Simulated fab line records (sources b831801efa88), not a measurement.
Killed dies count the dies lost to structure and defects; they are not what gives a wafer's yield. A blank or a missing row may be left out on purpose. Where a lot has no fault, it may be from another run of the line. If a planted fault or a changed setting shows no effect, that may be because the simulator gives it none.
Problem report, 8D (eight disciplines) form, completed by code | flow sky130 | the parts of the form that need people (team, actions taken, sign-off) are left out

## 1. WHAT WENT WRONG
At SKY_POLY_CUT_CD_MEAS_08, cd nm averages 251.8 nm over 3 wafers from 2 lots, while fault-free wafers read 269.5 nm, standard deviation 1.4. Measured from the usual mean, that is -13 standard deviations.
The step: target cd 270 nm.
Earliest sighting: wafer L757.5 on cd sem-02 at day 28 21:39. The record holds 37 wafers of 13 lots with a number at this step. Rule for "out", or "out of limits": more than 4 standard deviations from the usual mean. The rest of the wafers with a number are treated as sound.

## 2. WHAT IT IS; WHAT IT IS NOT
question                    | is                     | is not
which readings at this step | cd nm                  | -
which lots                  | L757, L758             | L744, L745, L746, L747, L748, L749, L751, L763, L764, L765, L766
which wafers of those lots  | L757.5, L757.6, L758.5 | L758.1
read on which gauges        | cd sem-01, cd sem-02   | -
when                        | from day 28 21:39      | up to then (21 sound wafers); but 13 sound wafers of L758, L763, L764, L765, L766 came after

## 3. WHAT RULES OUT EACH SUSPECT
Counting: a tool at a process step up to the reading stays a suspect if it ran every lot that is out. Sound lots after the first of them don't rule it out here, since some wafers of a struck lot are sound.
- the gauge at SKY_POLY_CUT_CD_MEAS_08: ruled out. Those wafers that are out were read across 2 gauges (cd sem-01, cd sem-02).
- plasma asher-03 at SKY_VT_ADJUST_NCORE_STRIP_10 (strips in O2/N2): kept. Ran every lot that is out, first one L757 (day 12 07:36); last sound lot up to then L749 (day 10 02:56).
- krf scanner-02 at SKY_POLY_CUT_EXPOSE_05 (exposes mask NPCM, target cd 270 nm): kept. Ran every lot that is out, first one L757 (day 28 07:30); last sound lot up to then L751 (day 26 04:16).
What counting leaves: plasma asher-03 at SKY_VT_ADJUST_NCORE_STRIP_10 and krf scanner-02 at SKY_POLY_CUT_EXPOSE_05.

## 4. THE CAUSE (what the simulator had put in)
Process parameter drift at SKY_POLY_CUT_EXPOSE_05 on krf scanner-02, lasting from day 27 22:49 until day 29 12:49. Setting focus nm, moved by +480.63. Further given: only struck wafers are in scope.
This tool is one of the 2 suspects left after counting.

## 5. SEQUENCE OF EFFECTS, ordered by route
Rows list readings where the struck wafers' mean (over those with a number) sits beyond 3 standard deviations from the usual. Only readings whose record carries a usual standard deviation are examined. hours: median over the lots of the time between each lot's start at the first step of this table that gives one and its start at this step. sigmas: the change, counted in usual standard deviations.
hours | step                    | reading | usual    | on struck wafers | change | sigmas
0     | SKY_POLY_CUT_CD_MEAS_08 | cd nm   | 269.5 nm | 251.8            | -17.7  | -13

## 6. WHAT WOULD HAVE CAUGHT IT SOONER
The first out-of-limits reading at a measuring or inspecting step in this record came at day 28 21:39, 23 hours after the fault's start at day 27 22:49.
All the lots that are out (2) had begun SKY_POLY_CUT_EXPOSE_05 on krf scanner-02 by day 28 21:39. A hold on the tool at that time would have spared none of them.
